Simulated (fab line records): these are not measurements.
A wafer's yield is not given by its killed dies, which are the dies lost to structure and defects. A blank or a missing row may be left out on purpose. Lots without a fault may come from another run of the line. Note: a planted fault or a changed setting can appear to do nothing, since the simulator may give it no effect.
Which tool did it? || flow gf180mcu || 36 wafers from 12 lots sampled at 6 of the route's 602 steps

## WHAT THE GAUGES SHOWED, per wafer
GF_V3_THK_MEAS_03.
{"lot": "L966", "measured": "day 22 11:41", "on": "film metro-03", "V3_CVD_02_THK (nm)": "834 841 849"}
{"lot": "L967", "measured": "day 22 22:58", "on": "film metro-02", "V3_CVD_02_THK (nm)": "837 845 834"}
{"lot": "L968", "measured": "day 23 00:07", "on": "film metro-02", "V3_CVD_02_THK (nm)": "838 822 840"}
{"lot": "L969", "measured": "day 23 15:50", "on": "film metro-03", "V3_CVD_02_THK (nm)": "829 827 844"}
{"lot": "L972", "measured": "day 24 10:40", "on": "film metro-01", "V3_CVD_02_THK (nm)": "839 841 859"}
{"lot": "L973", "measured": "day 25 00:22", "on": "film metro-03", "V3_CVD_02_THK (nm)": "829 830 839"}
{"lot": "L976", "measured": "day 25 18:43", "on": "film metro-01", "V3_CVD_02_THK (nm)": "840 1121 1115"}
{"lot": "L978", "measured": "day 26 05:42", "on": "film metro-01", "V3_CVD_02_THK (nm)": "818 1130 1110"}
{"lot": "L986", "measured": "day 28 11:13", "on": "film metro-03", "V3_CVD_02_THK (nm)": "829 828 827"}
{"lot": "L987", "measured": "day 28 18:02", "on": "film metro-03", "V3_CVD_02_THK (nm)": "827 845 850"}
{"lot": "L988", "measured": "day 29 01:31", "on": "film metro-03", "V3_CVD_02_THK (nm)": "840 860 846"}
{"lot": "L989", "measured": "day 29 11:17", "on": "film metro-02", "V3_CVD_02_THK (nm)": "846 851 860"}

GF_V3_CD_MEAS_14 targets a cd of 260 nm.
{"lot": "L966", "measured": "day 23 11:47", "on": "cd sem-01", "cd nm (nm)": "259.4 260.1 259.1"}
{"lot": "L967", "measured": "day 23 21:41", "on": "cd sem-01", "cd nm (nm)": "258.4 259.2 259.1"}
{"lot": "L968", "measured": "day 23 23:13", "on": "cd sem-01", "cd nm (nm)": "261.4 261.7 260.4"}
{"lot": "L969", "measured": "day 24 14:31", "on": "cd sem-01", "cd nm (nm)": "261.2 261.2 261.1"}
{"lot": "L972", "measured": "day 25 06:01", "on": "cd sem-01", "cd nm (nm)": "258.9 259.5 258.0"}
{"lot": "L973", "measured": "day 25 22:01", "on": "cd sem-02", "cd nm (nm)": "258.9 259.8 259.0"}
{"lot": "L976", "measured": "day 26 16:02", "on": "cd sem-01", "cd nm (nm)": "261.4 259.6 260.4"}
{"lot": "L978", "measured": "day 27 02:38", "on": "cd sem-01", "cd nm (nm)": "260.0 259.7 260.7"}
{"lot": "L986", "measured": "day 29 06:52", "on": "cd sem-01", "cd nm (nm)": "258.9 259.4 259.4"}
{"lot": "L987", "measured": "day 29 14:46", "on": "cd sem-02", "cd nm (nm)": "261.1 261.4 261.1"}
{"lot": "L988", "measured": "day 29 20:44", "on": "cd sem-01", "cd nm (nm)": "259.7 259.6 258.8"}
{"lot": "L989", "measured": "day 30 06:52", "on": "cd sem-01", "cd nm (nm)": "258.7 258.2 258.1"}

## EACH LOT AND THE TOOL THAT RAN IT (in order: tool; ch and the chambers of the sampled wafers; start)
{"lot": "L966", "GF_V2_CMP_04": "cmp-01 ch 0,2,3, day 20 08:02", "GF_M3_SPUTTER_04": "pvd sputter-04, day 21 10:42", "GF_V3_CVD_02": "pecvd-01 ch 0,1,2, day 22 11:37", "GF_V3_CMP_04": "cmp-01 ch 0,1,3, day 22 11:47"}
{"lot": "L967", "GF_V2_CMP_04": "cmp-01 ch 1,2, day 20 18:05", "GF_M3_SPUTTER_04": "pvd sputter-01, day 21 21:57", "GF_V3_CVD_02": "pecvd-04 ch 0,1,2, day 22 22:53", "GF_V3_CMP_04": "cmp-01 ch 1,2, day 22 23:02"}
{"lot": "L968", "GF_V2_CMP_04": "cmp-01 ch 1,2,3, day 20 21:23", "GF_M3_SPUTTER_04": "pvd sputter-01, day 22 00:16", "GF_V3_CVD_02": "pecvd-04 ch 0,1,2, day 23 00:02", "GF_V3_CMP_04": "cmp-01 ch 0,1,2, day 23 00:10"}
{"lot": "L969", "GF_V2_CMP_04": "cmp-01 ch 1,2,3, day 21 13:38", "GF_M3_SPUTTER_04": "pvd sputter-01, day 22 15:19", "GF_V3_CVD_02": "pecvd-04 ch 0,1, day 23 15:46", "GF_V3_CMP_04": "cmp-02 ch 0,1,2, day 23 15:53"}
{"lot": "L972", "GF_V2_CMP_04": "cmp-01 ch 2,3, day 22 09:11", "GF_M3_SPUTTER_04": "pvd sputter-03, day 23 10:55", "GF_V3_CVD_02": "pecvd-01 ch 0,1, day 24 10:37", "GF_V3_CMP_04": "cmp-02 ch 0,1,2, day 24 10:47"}
{"lot": "L973", "GF_V2_CMP_04": "cmp-02 ch 0,1, day 23 01:44", "GF_M3_SPUTTER_04": "pvd sputter-01, day 24 02:54", "GF_V3_CVD_02": "pecvd-04 ch 1,2, day 25 00:17", "GF_V3_CMP_04": "cmp-01 ch 0,1,2, day 25 00:35"}
{"lot": "L976", "GF_V2_CMP_04": "cmp-01 ch 0,1,2, day 23 21:38", "GF_M3_SPUTTER_04": "pvd sputter-01, day 24 20:54", "GF_V3_CVD_02": "pecvd-04 ch 0,1,2, day 25 18:38", "GF_V3_CMP_04": "cmp-02 ch 1,2,3, day 25 18:46"}
{"lot": "L978", "GF_V2_CMP_04": "cmp-01 ch 0,1,3, day 24 10:41", "GF_M3_SPUTTER_04": "pvd sputter-01, day 25 07:25", "GF_V3_CVD_02": "pecvd-04 ch 0,1, day 26 05:38", "GF_V3_CMP_04": "cmp-01 ch 1,3, day 26 05:48"}
{"lot": "L986", "GF_V2_CMP_04": "cmp-02 ch 0,1,2, day 26 16:07", "GF_M3_SPUTTER_04": "pvd sputter-01, day 27 14:56", "GF_V3_CVD_02": "pecvd-03 ch 0,1,2, day 28 11:08", "GF_V3_CMP_04": "cmp-02 ch 1,2,3, day 28 11:16"}
{"lot": "L987", "GF_V2_CMP_04": "cmp-02 ch 0,3, day 26 23:20", "GF_M3_SPUTTER_04": "pvd sputter-03, day 27 21:16", "GF_V3_CVD_02": "pecvd-01 ch 0,1,2, day 28 17:58", "GF_V3_CMP_04": "cmp-02 ch 1,3, day 28 18:06"}
{"lot": "L988", "GF_V2_CMP_04": "cmp-01 ch 1,3, day 27 06:19", "GF_M3_SPUTTER_04": "pvd sputter-04, day 28 04:23", "GF_V3_CVD_02": "pecvd-01 ch 0,2, day 29 01:26", "GF_V3_CMP_04": "cmp-01 ch 0,1, day 29 01:34"}
{"lot": "L989", "GF_V2_CMP_04": "cmp-02 ch 0,1,3, day 27 15:56", "GF_M3_SPUTTER_04": "pvd sputter-03, day 28 14:39", "GF_V3_CVD_02": "pecvd-03 ch 0,1, day 29 11:11", "GF_V3_CMP_04": "cmp-01 ch 2,3, day 29 11:22"}
- GF_V2_CMP_04: polishes SiO2.
- GF_M3_SPUTTER_04: material TiN, target thk 50 nm, time 41.7 s.
- GF_V3_CVD_02: deposits SiO2 from TEOS, target thk 850 nm, time 94.851 s.
- GF_V3_CMP_04: polishes SiO2.

## AS READ BY THE TOOLS THEMSELVES (means over the sampled wafers that have a number; for cases with no such wafer, the mark the record gives instead)
GF_V2_CMP_04.
{"lot": "L966", "tool": "cmp-01", "motor current A (A)": 12.7, "time to endpoint s (s)": 77}
{"lot": "L967", "tool": "cmp-01", "motor current A (A)": 12.1, "time to endpoint s (s)": 84}
{"lot": "L968", "tool": "cmp-01", "motor current A (A)": 12.3, "time to endpoint s (s)": 81}
{"lot": "L969", "tool": "cmp-01", "motor current A (A)": 12.1, "time to endpoint s (s)": 73}
{"lot": "L972", "tool": "cmp-01", "motor current A (A)": 12.6, "time to endpoint s (s)": 83}
{"lot": "L973", "tool": "cmp-02", "motor current A (A)": 11.9, "time to endpoint s (s)": 88}
{"lot": "L976", "tool": "cmp-01", "motor current A (A)": 12.4, "time to endpoint s (s)": 77}
{"lot": "L978", "tool": "cmp-01", "motor current A (A)": 12.1, "time to endpoint s (s)": 75}
{"lot": "L986", "tool": "cmp-02", "motor current A (A)": 12.7, "time to endpoint s (s)": 81}
{"lot": "L987", "tool": "cmp-02", "motor current A (A)": 12.8, "time to endpoint s (s)": 90}
{"lot": "L988", "tool": "cmp-01", "motor current A (A)": 12.4, "time to endpoint s (s)": 77}
{"lot": "L989", "tool": "cmp-02", "motor current A (A)": 12.6, "time to endpoint s (s)": 79}

GF_M3_SPUTTER_04.
{"lot": "L966", "tool": "pvd sputter-04", "throttle valve pct (%)": 29.3}
{"lot": "L967", "tool": "pvd sputter-01", "throttle valve pct (%)": 29.8}
{"lot": "L968", "tool": "pvd sputter-01", "throttle valve pct (%)": 30.5}
{"lot": "L969", "tool": "pvd sputter-01", "throttle valve pct (%)": 30.1}
{"lot": "L972", "tool": "pvd sputter-03", "throttle valve pct (%)": 28.7}
{"lot": "L973", "tool": "pvd sputter-01", "throttle valve pct (%)": 30.0}
{"lot": "L976", "tool": "pvd sputter-01", "throttle valve pct (%)": 30.9}
{"lot": "L978", "tool": "pvd sputter-01", "throttle valve pct (%)": 30.7}
{"lot": "L986", "tool": "pvd sputter-01", "throttle valve pct (%)": 30.1}
{"lot": "L987", "tool": "pvd sputter-03", "throttle valve pct (%)": 28.0}
{"lot": "L988", "tool": "pvd sputter-04", "throttle valve pct (%)": 29.3}
{"lot": "L989", "tool": "pvd sputter-03", "throttle valve pct (%)": 28.3}

GF_V3_CVD_02.
{"lot": "L966", "tool": "pecvd-01", "heater power outer w (W)": 420, "heater power w (W)": 721, "rf fwd power W (W)": 595.7}
{"lot": "L967", "tool": "pecvd-04", "heater power outer w (W)": 361, "heater power w (W)": 642, "rf fwd power W (W)": 596.3}
{"lot": "L968", "tool": "pecvd-04", "heater power outer w (W)": 321, "heater power w (W)": 585, "rf fwd power W (W)": 594.5}
{"lot": "L969", "tool": "pecvd-04", "heater power outer w (W)": 317, "heater power w (W)": 586, "rf fwd power W (W)": 595.3}
{"lot": "L972", "tool": "pecvd-01", "heater power outer w (W)": 424, "heater power w (W)": 746, "rf fwd power W (W)": 594.8}
{"lot": "L973", "tool": "pecvd-04", "heater power outer w (W)": 360, "heater power w (W)": 664, "rf fwd power W (W)": 595.6}
{"lot": "L976", "tool": "pecvd-04", "heater power outer w (W)": 319, "heater power w (W)": 585, "rf fwd power W (W)": 596.7}
{"lot": "L978", "tool": "pecvd-04", "heater power outer w (W)": 324, "heater power w (W)": 597, "rf fwd power W (W)": 595.1}
{"lot": "L986", "tool": "pecvd-03", "heater power outer w (W)": 371, "heater power w (W)": 649, "rf fwd power W (W)": 596.9}
{"lot": "L987", "tool": "pecvd-01", "heater power outer w (W)": 411, "heater power w (W)": 716, "rf fwd power W (W)": 594.9}
{"lot": "L988", "tool": "pecvd-01", "heater power outer w (W)": 415, "heater power w (W)": 706, "rf fwd power W (W)": 595.4}
{"lot": "L989", "tool": "pecvd-03", "heater power outer w (W)": 382, "heater power w (W)": 641, "rf fwd power W (W)": 598.9}

GF_V3_CMP_04.
{"lot": "L966", "tool": "cmp-01", "motor current A (A)": 12.0, "time to endpoint s (s)": 73}
{"lot": "L967", "tool": "cmp-01", "motor current A (A)": 12.4, "time to endpoint s (s)": 75}
{"lot": "L968", "tool": "cmp-01", "motor current A (A)": 12.7, "time to endpoint s (s)": 70}
{"lot": "L969", "tool": "cmp-02", "motor current A (A)": 12.8, "time to endpoint s (s)": 81}
{"lot": "L972", "tool": "cmp-02", "motor current A (A)": 12.9, "time to endpoint s (s)": 87}
{"lot": "L973", "tool": "cmp-01", "motor current A (A)": 12.6, "time to endpoint s (s)": 69}
{"lot": "L976", "tool": "cmp-02", "motor current A (A)": 12.6, "time to endpoint s (s)": 143}
{"lot": "L978", "tool": "cmp-01", "motor current A (A)": 12.4, "time to endpoint s (s)": 132}
{"lot": "L986", "tool": "cmp-02", "motor current A (A)": 12.8, "time to endpoint s (s)": 75}
{"lot": "L987", "tool": "cmp-02", "motor current A (A)": 12.0, "time to endpoint s (s)": 75}
{"lot": "L988", "tool": "cmp-01", "motor current A (A)": 12.6, "time to endpoint s (s)": 72}
{"lot": "L989", "tool": "cmp-01", "motor current A (A)": 11.9, "time to endpoint s (s)": 73}

## THE ANSWER, worked out from the rows above alone
Rule: what is usual is taken from the lots themselves. Put in order of their means at a reading, lots are off if they are a third of the lots or fewer, leave a main group of 4 or more, and stand apart from it by a gap of 3 or more times the standard deviation of the main group's means; of several such gaps the widest counts. The tables above print the reading to a certain number of digits; a main group whose means all agree to those digits is not used. Also off: a lot with no number at a reading for which 4 or more lots have one. Where the step has rows for the other lots, those lots are counted as sound. The gauges are gone through in route order, then the tools' own readings, and for those a lot's mean is taken as printed above. The first step at which some lot is off is used, and at that step the reading that is off furthest; a lot without a number counts as furthest.
Off: L976, L978, at GF_V3_THK_MEAS_03 (V3_CVD_02_THK). For the main group the mean is 840 nm and the standard deviation 7.5.
A tool fits if, at a process step before that reading, it ran every lot that is off, and no sound lot after the first of them. The gauges at GF_V3_THK_MEAS_03 aren't tried: what is off there is off at GF_V3_CMP_04 too, on other tools, and a gauge's error can't cause that. One fits: GF_V3_CVD_02 on pecvd-04. Its last sound lot is L973 (day 25 00:17), its first lot that is off L976 (day 25 18:38): a fault that began between those two fits.

## WHAT THE SIMULATOR PUT IN
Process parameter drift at GF_V3_CVD_02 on pecvd-04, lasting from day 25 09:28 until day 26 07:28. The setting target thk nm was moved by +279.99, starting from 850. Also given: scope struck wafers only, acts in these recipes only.
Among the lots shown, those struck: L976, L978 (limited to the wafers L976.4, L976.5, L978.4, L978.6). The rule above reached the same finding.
